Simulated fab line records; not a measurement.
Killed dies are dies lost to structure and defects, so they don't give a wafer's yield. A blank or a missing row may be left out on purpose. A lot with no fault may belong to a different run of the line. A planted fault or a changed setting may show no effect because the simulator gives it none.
What tool caused it? ; flow sky130 ; 6 lots, 18 wafers sampled, at 2 steps of a route of 708

WHAT THE GAUGES READ, wafer by wafer
SKY_SONOS_ONO_THK_MEAS_03.
lot;measured;on;SONOS_ONO_CVD_02_THK (nm)
L838;day 11 21:35;film-metro-03;10.55 10.47 10.50
L840;day 12 22:08;film-metro-02;10.30 10.46 10.37
L843;day 14 03:36;film-metro-04;10.35 10.34 10.27
L846;day 14 14:58;film-metro-04;10.22 10.23 10.22
L850;day 16 00:32;film-metro-02;10.19 10.43 10.34
L859;day 18 22:09;film-metro-04;11.56 11.54 11.66

EACH LOT AND THE TOOL THAT RAN IT (in order: tool; ch and the chambers of the sampled wafers; start)
lot;SKY_SONOS_ONO_CVD_02
L838;lpcvd-02 ch 1, day 11 20:32
L840;lpcvd-02 ch 1, day 12 21:05
L843;lpcvd-02 ch 0, day 14 02:33
L846;lpcvd-02 ch 1, day 14 13:52
L850;lpcvd-02 ch 1, day 15 23:29
L859;lpcvd-02 ch 0, day 18 21:06
- SKY_SONOS_ONO_CVD_02: deposits Si3N4 from DCS/NH3, target thk 10.5 nm, time 180 s.

THE ANSWER, worked out from the rows above alone
Rule: the usual values come from the lots themselves. The widest of any qualifying gaps counts: lots, ordered by their means at a reading, are off when they make up no more than a third of the lots, leave a main group of 4 or more, and stand apart from it by 3 or more times the standard deviation of that group's means. A main group is skipped when, at the precision printed for the reading in the tables above, its means are all equal. Also off: a lot with no number at a reading for which 4 or more lots have one. Any other lot the step has rows for is counted as sound.
Off: L859, at SKY_SONOS_ONO_THK_MEAS_03 (SONOS_ONO_CVD_02_THK). Mean 10.35 nm and standard deviation 0.093 in the main group.
A tool fits if, at a process step before that reading, it ran every lot that is off, and no sound lot after the first of them. The gauges at SKY_SONOS_ONO_THK_MEAS_03 are tried like those tools. Can't be told from this: 2 tools fit, lpcvd-02 at SKY_SONOS_ONO_CVD_02, film-metro-04 at SKY_SONOS_ONO_THK_MEAS_03.

WHAT THE SIMULATOR PUT IN
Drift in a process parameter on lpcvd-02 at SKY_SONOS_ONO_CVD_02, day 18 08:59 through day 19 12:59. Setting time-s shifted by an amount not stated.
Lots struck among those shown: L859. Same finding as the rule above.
